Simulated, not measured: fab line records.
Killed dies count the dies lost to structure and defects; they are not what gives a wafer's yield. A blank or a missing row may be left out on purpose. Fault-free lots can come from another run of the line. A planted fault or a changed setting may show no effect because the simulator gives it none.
Matching of chambers + flow sky130 + 3 sister chambers for SKY_VIA3_HDPCVD_00 on hdpcvd-01
The step deposits SiO2, target thk 1635 nm, time 272.5 s. 3 wafers are shown with their chamber, then 7 later ones without.

== WAFERS PAIRED WITH THEIR CHAMBERS ==
| wafer  | chamber | sih4FlowSccm (sccm) |
|--------|---------|---------------------|
| L648.4 | 0       | 60.22               |
| L648.6 | 1       | 59.86               |
| L649.1 | 2       | 59.62               |

== WAFERS MISSING THEIR CHAMBER ==
| wafer  | sih4FlowSccm (sccm) |
|--------|---------------------|
| L649.2 | 59.80               |
| L649.3 | 60.06               |
| L654.1 | 60.23               |
| L654.2 | 60.00               |
| L654.5 | 59.97               |
| L655.3 | 60.15               |
| L655.5 | 59.90               |

== WHICH CHAMBER EACH ONE RAN IN ==
| wafer  | from the rows above     | in truth                   |
|--------|-------------------------|----------------------------|
| L649.2 | can't be placed: 1 or 2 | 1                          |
| L649.3 | can't be placed: 0 or 1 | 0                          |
| L654.1 | 0                       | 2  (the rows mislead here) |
| L654.2 | can't be placed: 1 or 0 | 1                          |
| L654.5 | can't be placed: 1 or 0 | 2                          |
| L655.3 | 0                       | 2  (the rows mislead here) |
| L655.5 | 1                       | 1                          |
Placed correctly: 1 of 7. Can't be placed from these rows: 4 (the true chamber is among the candidates in 3). Wrongly placed: 2.
How it was worked out, from the rows above alone: a wafer's distance from a chamber is the root of the sum, over the readings, of the square of ((its reading less the chamber's mean) divided by the reading's scatter). The wafer belongs to the nearest chamber; if the next one is less than 2 further off, it can't be placed. Each chamber's mean is taken over the wafers shown for it. The scatter (one wafer shown for each chamber): square how far every hidden wafer sits from the nearest shown wafer, average those squares and take the square root.
